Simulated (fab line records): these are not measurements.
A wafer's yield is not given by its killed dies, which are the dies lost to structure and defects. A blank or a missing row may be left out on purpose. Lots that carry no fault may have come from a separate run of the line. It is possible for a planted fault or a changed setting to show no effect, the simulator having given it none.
The tool behind it: which one? :: flow sfq_line :: 14 lots with 42 wafers sampled at 7 steps, on a route of 325 steps

WHAT THE GAUGES SHOWED, per wafer
SFQ_L0_RS_MEAS_901: measurement is done with a four-point probe.
lot: L624
measured: day 1 12:34
on: film_metro-03
L0_MONX_KI_RS (ohm/sq): 43.6 43.1 43.5

lot: L625
measured: day 1 17:34
on: film_metro-03
L0_MONX_KI_RS (ohm/sq): 43.8 44.3 43.5

lot: L627
measured: day 2 03:36
on: film_metro-04
L0_MONX_KI_RS (ohm/sq): 42.3 42.8 42.6

lot: L630
measured: day 2 18:36
on: film_metro-03
L0_MONX_KI_RS (ohm/sq): 44.3 43.1 43.7

lot: L631
measured: day 2 23:34
on: film_metro-01
L0_MONX_KI_RS (ohm/sq): 35.7 35.5 35.3

lot: L632
measured: day 3 04:35
on: film_metro-01
L0_MONX_KI_RS (ohm/sq): 34.9 35.3 35.1

lot: L633
measured: day 3 09:34
on: film_metro-01
L0_MONX_KI_RS (ohm/sq): 44.1 43.7 43.6

lot: L634
measured: day 3 14:35
on: film_metro-03
L0_MONX_KI_RS (ohm/sq): 43.3 43.6 43.2

lot: L639
measured: day 4 15:34
on: film_metro-04
L0_MONX_KI_RS (ohm/sq): 43.2 43.3 42.8

lot: L640
measured: day 4 20:34
on: film_metro-04
L0_MONX_KI_RS (ohm/sq): 43.1 42.8 43.0

lot: L642
measured: day 5 06:35
on: film_metro-04
L0_MONX_KI_RS (ohm/sq): 43.7 43.7 43.3

lot: L644
measured: day 5 16:34
on: film_metro-03
L0_MONX_KI_RS (ohm/sq): 44.0 43.5 44.2

lot: L645
measured: day 5 21:35
on: film_metro-01
L0_MONX_KI_RS (ohm/sq): 42.6 42.7 42.7

lot: L647
measured: day 6 07:34
on: film_metro-04
L0_MONX_KI_RS (ohm/sq): 43.0 43.6 44.0

SFQ_L0_THK_MEAS_902: measures by xrf.
lot: L624
measured: day 1 12:41
on: film_metro-03
L0_MONX_KI_THK (nm): 39.9 40.1 40.0

lot: L625
measured: day 1 17:41
on: film_metro-03
L0_MONX_KI_THK (nm): 39.7 39.1 39.9

lot: L627
measured: day 2 03:42
on: film_metro-04
L0_MONX_KI_THK (nm): 40.7 40.3 40.5

lot: L630
measured: day 2 18:42
on: film_metro-03
L0_MONX_KI_THK (nm): 39.0 40.3 39.7

lot: L631
measured: day 2 23:41
on: film_metro-01
L0_MONX_KI_THK (nm): 48.9 49.1 49.3

lot: L632
measured: day 3 04:41
on: film_metro-01
L0_MONX_KI_THK (nm): 50.3 48.7 49.6

lot: L633
measured: day 3 09:41
on: film_metro-01
L0_MONX_KI_THK (nm): 39.4 39.7 39.8

lot: L634
measured: day 3 14:41
on: film_metro-03
L0_MONX_KI_THK (nm): 40.1 39.6 40.0

lot: L639
measured: day 4 15:41
on: film_metro-04
L0_MONX_KI_THK (nm): 40.1 40.0 40.6

lot: L640
measured: day 4 20:41
on: film_metro-04
L0_MONX_KI_THK (nm): 40.2 40.5 40.3

lot: L642
measured: day 5 06:41
on: film_metro-04
L0_MONX_KI_THK (nm): 39.8 39.9 40.3

lot: L644
measured: day 5 16:41
on: film_metro-03
L0_MONX_KI_THK (nm): 39.4 39.6 39.0

lot: L645
measured: day 5 21:41
on: film_metro-01
L0_MONX_KI_THK (nm): 40.9 41.1 41.0

lot: L647
measured: day 6 07:41
on: film_metro-04
L0_MONX_KI_THK (nm): 40.3 39.7 39.4

SFQ_I0_BOW_MEAS_907.
lot: L624
measured: day 11 11:32
on: film_metro-03
I0_BOW (um): 15 5 9

lot: L625
measured: day 11 14:00
on: film_metro-04
I0_BOW (um): 5 -2 2

lot: L627
measured: day 12 00:53
on: film_metro-04
I0_BOW (um): 7 7 12

lot: L630
measured: day 13 12:53
on: film_metro-03
I0_BOW (um): 3 4 -2

lot: L631
measured: day 13 18:50
on: film_metro-03
I0_BOW (um): -17 -6 3

lot: L632
measured: day 14 00:36
on: film_metro-04
I0_BOW (um): 14 11 0

lot: L633
measured: day 14 09:35
on: film_metro-02
I0_BOW (um): 10 0 10

lot: L634
measured: day 14 12:06
on: film_metro-04
I0_BOW (um): 3 -4 6

lot: L639
measured: day 15 21:33
on: film_metro-03
I0_BOW (um): 5 11 12

lot: L640
measured: day 16 08:26
on: film_metro-04
I0_BOW (um): -4 -4 13

lot: L642
measured: day 16 17:21
on: film_metro-03
I0_BOW (um): 8 0 -7

lot: L644
measured: day 17 14:35
on: film_metro-03
I0_BOW (um): 13 17 1

lot: L645
measured: day 18 08:23
on: film_metro-04
I0_BOW (um): 9 0 3

lot: L647
measured: day 19 00:58
on: film_metro-02
I0_BOW (um): 2 -2 1

WHICH TOOL RAN EACH LOT (tool, then ch and the chambers of the sampled wafers, then the start)
lot: L624
SFQ_TRILAYER_L0_DEP_SPUTTER_003: pvd_sputter-06, day 1 12:29
SFQ_TRILAYER_L0_ETCH_METAL_ETCH_008: rie_metal-03 ch 0,1, day 4 04:52
SFQ_TRILAYER_L0_VIA_BARC_OPEN_VIA_ETCH_021: rie_diel-02 ch 1,2, day 7 07:40
SFQ_TRILAYER_L0_VIA_STRIP_STRIP_017: rie_metal-03 ch 1, day 7 07:46

lot: L625
SFQ_TRILAYER_L0_DEP_SPUTTER_003: pvd_sputter-05, day 1 17:29
SFQ_TRILAYER_L0_ETCH_METAL_ETCH_008: rie_metal-02 ch 0,1, day 4 10:52
SFQ_TRILAYER_L0_VIA_BARC_OPEN_VIA_ETCH_021: rie_diel-02 ch 1,2,3, day 7 16:01
SFQ_TRILAYER_L0_VIA_STRIP_STRIP_017: rie_metal-03 ch 1, day 7 16:07

lot: L627
SFQ_TRILAYER_L0_DEP_SPUTTER_003: pvd_sputter-03, day 2 03:29
SFQ_TRILAYER_L0_ETCH_METAL_ETCH_008: rie_metal-02 ch 0,1, day 5 01:17
SFQ_TRILAYER_L0_VIA_BARC_OPEN_VIA_ETCH_021: rie_diel-02 ch 0,1, day 8 08:57
SFQ_TRILAYER_L0_VIA_STRIP_STRIP_017: rie_metal-04 ch 0,1, day 8 09:14

lot: L630
SFQ_TRILAYER_L0_DEP_SPUTTER_003: pvd_sputter-06, day 2 18:29
SFQ_TRILAYER_L0_ETCH_METAL_ETCH_008: rie_metal-01 ch 0,1, day 5 21:04
SFQ_TRILAYER_L0_VIA_BARC_OPEN_VIA_ETCH_021: rie_diel-02 ch 0,1, day 9 12:33
SFQ_TRILAYER_L0_VIA_STRIP_STRIP_017: rie_metal-01 ch 0,1, day 9 12:50

lot: L631
SFQ_TRILAYER_L0_DEP_SPUTTER_003: pvd_sputter-06, day 2 23:29
SFQ_TRILAYER_L0_ETCH_METAL_ETCH_008: rie_metal-02 ch 0,1, day 6 01:50
SFQ_TRILAYER_L0_VIA_BARC_OPEN_VIA_ETCH_021: rie_diel-03 ch 2,3, day 9 19:00
SFQ_TRILAYER_L0_VIA_STRIP_STRIP_017: rie_metal-01 ch 1, day 9 19:05

lot: L632
SFQ_TRILAYER_L0_DEP_SPUTTER_003: pvd_sputter-06, day 3 04:29
SFQ_TRILAYER_L0_ETCH_METAL_ETCH_008: rie_metal-01 ch 1, day 6 05:26
SFQ_TRILAYER_L0_VIA_BARC_OPEN_VIA_ETCH_021: rie_diel-04 ch 0,1,2, day 9 22:36
SFQ_TRILAYER_L0_VIA_STRIP_STRIP_017: rie_metal-01 ch 0, day 9 22:41

lot: L633
SFQ_TRILAYER_L0_DEP_SPUTTER_003: pvd_sputter-03, day 3 09:29
SFQ_TRILAYER_L0_ETCH_METAL_ETCH_008: rie_metal-03 ch 1, day 6 07:54
SFQ_TRILAYER_L0_VIA_BARC_OPEN_VIA_ETCH_021: rie_diel-02 ch 0,1,3, day 10 01:00
SFQ_TRILAYER_L0_VIA_STRIP_STRIP_017: rie_metal-01 ch 0, day 10 01:05

lot: L634
SFQ_TRILAYER_L0_DEP_SPUTTER_003: pvd_sputter-03, day 3 14:29
SFQ_TRILAYER_L0_ETCH_METAL_ETCH_008: rie_metal-02 ch 1, day 6 15:02
SFQ_TRILAYER_L0_VIA_BARC_OPEN_VIA_ETCH_021: rie_diel-04 ch 1,2,3, day 10 04:36
SFQ_TRILAYER_L0_VIA_STRIP_STRIP_017: rie_metal-04 ch 0, day 10 04:41

lot: L639
SFQ_TRILAYER_L0_DEP_SPUTTER_003: pvd_sputter-03, day 4 15:29
SFQ_TRILAYER_L0_ETCH_METAL_ETCH_008: rie_metal-01 ch 0,1, day 7 19:38
SFQ_TRILAYER_L0_VIA_BARC_OPEN_VIA_ETCH_021: rie_diel-04 ch 1,2, day 11 08:56
SFQ_TRILAYER_L0_VIA_STRIP_STRIP_017: rie_metal-03 ch 1, day 11 09:02

lot: L640
SFQ_TRILAYER_L0_DEP_SPUTTER_003: pvd_sputter-03, day 4 20:29
SFQ_TRILAYER_L0_ETCH_METAL_ETCH_008: rie_metal-02 ch 0,1, day 8 01:38
SFQ_TRILAYER_L0_VIA_BARC_OPEN_VIA_ETCH_021: rie_diel-02 ch 0,1,3, day 11 14:56
SFQ_TRILAYER_L0_VIA_STRIP_STRIP_017: rie_metal-01 ch 0,1, day 11 15:02

lot: L642
SFQ_TRILAYER_L0_DEP_SPUTTER_003: pvd_sputter-03, day 5 06:29
SFQ_TRILAYER_L0_ETCH_METAL_ETCH_008: rie_metal-01 ch 0,1, day 8 13:46
SFQ_TRILAYER_L0_VIA_BARC_OPEN_VIA_ETCH_021: rie_diel-03 ch 0,1,3, day 11 23:20
SFQ_TRILAYER_L0_VIA_STRIP_STRIP_017: rie_metal-03 ch 0,1, day 11 23:26

lot: L644
SFQ_TRILAYER_L0_DEP_SPUTTER_003: pvd_sputter-03, day 5 16:29
SFQ_TRILAYER_L0_ETCH_METAL_ETCH_008: rie_metal-02 ch 0,1, day 9 02:52
SFQ_TRILAYER_L0_VIA_BARC_OPEN_VIA_ETCH_021: rie_diel-04 ch 0,2,3, day 12 12:32
SFQ_TRILAYER_L0_VIA_STRIP_STRIP_017: rie_metal-01 ch 0,1, day 12 12:38

lot: L645
SFQ_TRILAYER_L0_DEP_SPUTTER_003: pvd_sputter-05, day 5 21:29
SFQ_TRILAYER_L0_ETCH_METAL_ETCH_008: rie_metal-01 ch 1, day 9 10:10
SFQ_TRILAYER_L0_VIA_BARC_OPEN_VIA_ETCH_021: rie_diel-04 ch 0,1,2, day 12 20:56
SFQ_TRILAYER_L0_VIA_STRIP_STRIP_017: rie_metal-04 ch 0,1, day 12 21:02

lot: L647
SFQ_TRILAYER_L0_DEP_SPUTTER_003: pvd_sputter-06, day 6 07:29
SFQ_TRILAYER_L0_ETCH_METAL_ETCH_008: rie_metal-03 ch 1, day 9 23:53
SFQ_TRILAYER_L0_VIA_BARC_OPEN_VIA_ETCH_021: rie_diel-04 ch 0,1, day 13 11:20
SFQ_TRILAYER_L0_VIA_STRIP_STRIP_017: rie_metal-03 ch 0, day 13 11:26
- SFQ_TRILAYER_L0_DEP_SPUTTER_003: material MoNx KI, target thk 40 nm, time 100 s.
- SFQ_TRILAYER_L0_ETCH_METAL_ETCH_008: etches MoNx KI in SF6/O2, stops on SiO2, target depth 50 nm, time 25 s.
- SFQ_TRILAYER_L0_VIA_BARC_OPEN_VIA_ETCH_021: etches BARC in O2, target depth 125 nm, time 41.7 s.
- SFQ_TRILAYER_L0_VIA_STRIP_STRIP_017: strips in O2.

AS READ BY THE TOOLS THEMSELVES (means over the sampled wafers that have a number; for cases with no such wafer, the mark the record gives instead)
SFQ_TRILAYER_L0_DEP_SPUTTER_003.
lot: L624
tool: pvd_sputter-06
base_pressure_pa (Pa): 1.31e-06
cathode_dc_power_W (W): 800.00
throttle_valve_pct (%): 29.8

lot: L625
tool: pvd_sputter-05
base_pressure_pa (Pa): 1.34e-06
cathode_dc_power_W (W): 800.00
throttle_valve_pct (%): 30.1

lot: L627
tool: pvd_sputter-03
base_pressure_pa (Pa): 1.32e-06
cathode_dc_power_W (W): 800.05
throttle_valve_pct (%): 30.9

lot: L630
tool: pvd_sputter-06
base_pressure_pa (Pa): 1.36e-06
cathode_dc_power_W (W): 800.02
throttle_valve_pct (%): 28.4

lot: L631
tool: pvd_sputter-06
base_pressure_pa (Pa): 1.33e-06
cathode_dc_power_W (W): 988.09
throttle_valve_pct (%): 29.2

lot: L632
tool: pvd_sputter-06
base_pressure_pa (Pa): 1.36e-06
cathode_dc_power_W (W): 988.02
throttle_valve_pct (%): 28.9

lot: L633
tool: pvd_sputter-03
base_pressure_pa (Pa): 1.32e-06
cathode_dc_power_W (W): 799.96
throttle_valve_pct (%): 29.5

lot: L634
tool: pvd_sputter-03
base_pressure_pa (Pa): 1.34e-06
cathode_dc_power_W (W): 799.98
throttle_valve_pct (%): 30.9

lot: L639
tool: pvd_sputter-03
base_pressure_pa (Pa): 1.32e-06
cathode_dc_power_W (W): 800.06
throttle_valve_pct (%): 31.0

lot: L640
tool: pvd_sputter-03
base_pressure_pa (Pa): 1.34e-06
cathode_dc_power_W (W): 800.02
throttle_valve_pct (%): 30.2

lot: L642
tool: pvd_sputter-03
base_pressure_pa (Pa): 1.32e-06
cathode_dc_power_W (W): 799.86
throttle_valve_pct (%): 30.8

lot: L644
tool: pvd_sputter-03
base_pressure_pa (Pa): 1.28e-06
cathode_dc_power_W (W): 800.04
throttle_valve_pct (%): 30.4

lot: L645
tool: pvd_sputter-05
base_pressure_pa (Pa): 1.39e-06
cathode_dc_power_W (W): 799.93
throttle_valve_pct (%): 30.5

lot: L647
tool: pvd_sputter-06
base_pressure_pa (Pa): 1.34e-06
cathode_dc_power_W (W): 800.04
throttle_valve_pct (%): 29.0

SFQ_TRILAYER_L0_ETCH_METAL_ETCH_008.
lot: L624
tool: rie_metal-03
drypump_motor_current_A (A): 6.4
oes_product_au (a.u.): 0.878

lot: L625
tool: rie_metal-02
drypump_motor_current_A (A): 5.6
oes_product_au (a.u.): 0.868

lot: L627
tool: rie_metal-02
drypump_motor_current_A (A): 5.2
oes_product_au (a.u.): 0.884

lot: L630
tool: rie_metal-01
drypump_motor_current_A (A): 6.0
oes_product_au (a.u.): 0.870

lot: L631
tool: rie_metal-02
drypump_motor_current_A (A): 5.6
oes_product_au (a.u.): 0.982

lot: L632
tool: rie_metal-01
drypump_motor_current_A (A): 6.1
oes_product_au (a.u.): 0.983

lot: L633
tool: rie_metal-03
drypump_motor_current_A (A): 6.5
oes_product_au (a.u.): 0.869

lot: L634
tool: rie_metal-02
drypump_motor_current_A (A): 6.0
oes_product_au (a.u.): 0.877

lot: L639
tool: rie_metal-01
drypump_motor_current_A (A): 6.0
oes_product_au (a.u.): 0.880

lot: L640
tool: rie_metal-02
drypump_motor_current_A (A): 5.6
oes_product_au (a.u.): 0.882

lot: L642
tool: rie_metal-01
drypump_motor_current_A (A): 6.0
oes_product_au (a.u.): 0.874

lot: L644
tool: rie_metal-02
drypump_motor_current_A (A): 5.6
oes_product_au (a.u.): 0.869

lot: L645
tool: rie_metal-01
drypump_motor_current_A (A): 6.1
oes_product_au (a.u.): 0.884

lot: L647
tool: rie_metal-03
drypump_motor_current_A (A): 6.4
oes_product_au (a.u.): 0.872

SFQ_TRILAYER_L0_VIA_BARC_OPEN_VIA_ETCH_021.
lot: L624
tool: rie_diel-02
drypump_motor_current_A (A): 5.4
oes_product_au (a.u.): 0.686

lot: L625
tool: rie_diel-02
drypump_motor_current_A (A): 5.7
oes_product_au (a.u.): 0.687

lot: L627
tool: rie_diel-02
drypump_motor_current_A (A): 5.1
oes_product_au (a.u.): 0.685

lot: L630
tool: rie_diel-02
drypump_motor_current_A (A): 5.1
oes_product_au (a.u.): 0.684

lot: L631
tool: rie_diel-03
drypump_motor_current_A (A): 6.2
oes_product_au (a.u.): 0.682

lot: L632
tool: rie_diel-04
drypump_motor_current_A (A): 6.0
oes_product_au (a.u.): 0.683

lot: L633
tool: rie_diel-02
drypump_motor_current_A (A): 5.5
oes_product_au (a.u.): 0.688

lot: L634
tool: rie_diel-04
drypump_motor_current_A (A): 6.0
oes_product_au (a.u.): 0.690

lot: L639
tool: rie_diel-04
drypump_motor_current_A (A): 6.2
oes_product_au (a.u.): 0.684

lot: L640
tool: rie_diel-02
drypump_motor_current_A (A): 5.6
oes_product_au (a.u.): 0.683

lot: L642
tool: rie_diel-03
drypump_motor_current_A (A): 5.7
oes_product_au (a.u.): 0.688

lot: L644
tool: rie_diel-04
drypump_motor_current_A (A): 5.7
oes_product_au (a.u.): 0.686

lot: L645
tool: rie_diel-04
drypump_motor_current_A (A): 6.0
oes_product_au (a.u.): 0.686

lot: L647
tool: rie_diel-04
drypump_motor_current_A (A): 6.0
oes_product_au (a.u.): 0.684

SFQ_TRILAYER_L0_VIA_STRIP_STRIP_017.
lot: L624
tool: rie_metal-03
drypump_motor_current_A (A): 6.5
oes_product_au (a.u.): 0.979

lot: L625
tool: rie_metal-03
drypump_motor_current_A (A): 6.5
oes_product_au (a.u.): 0.979

lot: L627
tool: rie_metal-04
drypump_motor_current_A (A): 5.8
oes_product_au (a.u.): 1.000

lot: L630
tool: rie_metal-01
drypump_motor_current_A (A): 5.9
oes_product_au (a.u.): 0.994

lot: L631
tool: rie_metal-01
drypump_motor_current_A (A): 6.1
oes_product_au (a.u.): 1.001

lot: L632
tool: rie_metal-01
drypump_motor_current_A (A): 5.8
oes_product_au (a.u.): 0.994

lot: L633
tool: rie_metal-01
drypump_motor_current_A (A): 5.9
oes_product_au (a.u.): 0.994

lot: L634
tool: rie_metal-04
drypump_motor_current_A (A): 6.2
oes_product_au (a.u.): 0.989

lot: L639
tool: rie_metal-03
drypump_motor_current_A (A): 6.5
oes_product_au (a.u.): 0.986

lot: L640
tool: rie_metal-01
drypump_motor_current_A (A): 5.9
oes_product_au (a.u.): 0.994

lot: L642
tool: rie_metal-03
drypump_motor_current_A (A): 6.3
oes_product_au (a.u.): 0.988

lot: L644
tool: rie_metal-01
drypump_motor_current_A (A): 6.0
oes_product_au (a.u.): 0.997

lot: L645
tool: rie_metal-04
drypump_motor_current_A (A): 5.5
oes_product_au (a.u.): 0.997

lot: L647
tool: rie_metal-03
drypump_motor_current_A (A): 6.3
oes_product_au (a.u.): 0.992

THE ANSWER, worked out from the rows above alone
Rule: usual is defined by the lots themselves. Put in order of their means at a reading, lots are off if they are a third of the lots or fewer, leave a main group of 4 or more, and stand apart from it by a gap of 3 or more times the standard deviation of the main group's means; of several such gaps the widest counts. If all means in a main group match to the digits the tables above print for the reading, that group is not used. Also off: a lot with no number at a reading for which 4 or more lots have one. The other lots that the step has rows for count as sound. The gauges are gone through in route order, then the tools' own readings, and for those a lot's mean is taken as printed above. At the first step where some lot is off, the reading lying furthest off is the one used; lots without a number count as furthest.
Off: L631, L632, at SFQ_L0_RS_MEAS_901 (L0_MONX_KI_RS). For the main group the mean is 43.4 ohm/sq and the standard deviation 0.43.
A tool fits if, at a process step before that reading, it ran every lot that is off, and no sound lot after the first of them. The gauges at SFQ_L0_RS_MEAS_901 aren't tried: what is off there is off at SFQ_TRILAYER_L0_DEP_SPUTTER_003 too, on other tools, and a gauge's error can't cause that. No candidate that was tried fits.

WHAT THE SIMULATOR PUT IN
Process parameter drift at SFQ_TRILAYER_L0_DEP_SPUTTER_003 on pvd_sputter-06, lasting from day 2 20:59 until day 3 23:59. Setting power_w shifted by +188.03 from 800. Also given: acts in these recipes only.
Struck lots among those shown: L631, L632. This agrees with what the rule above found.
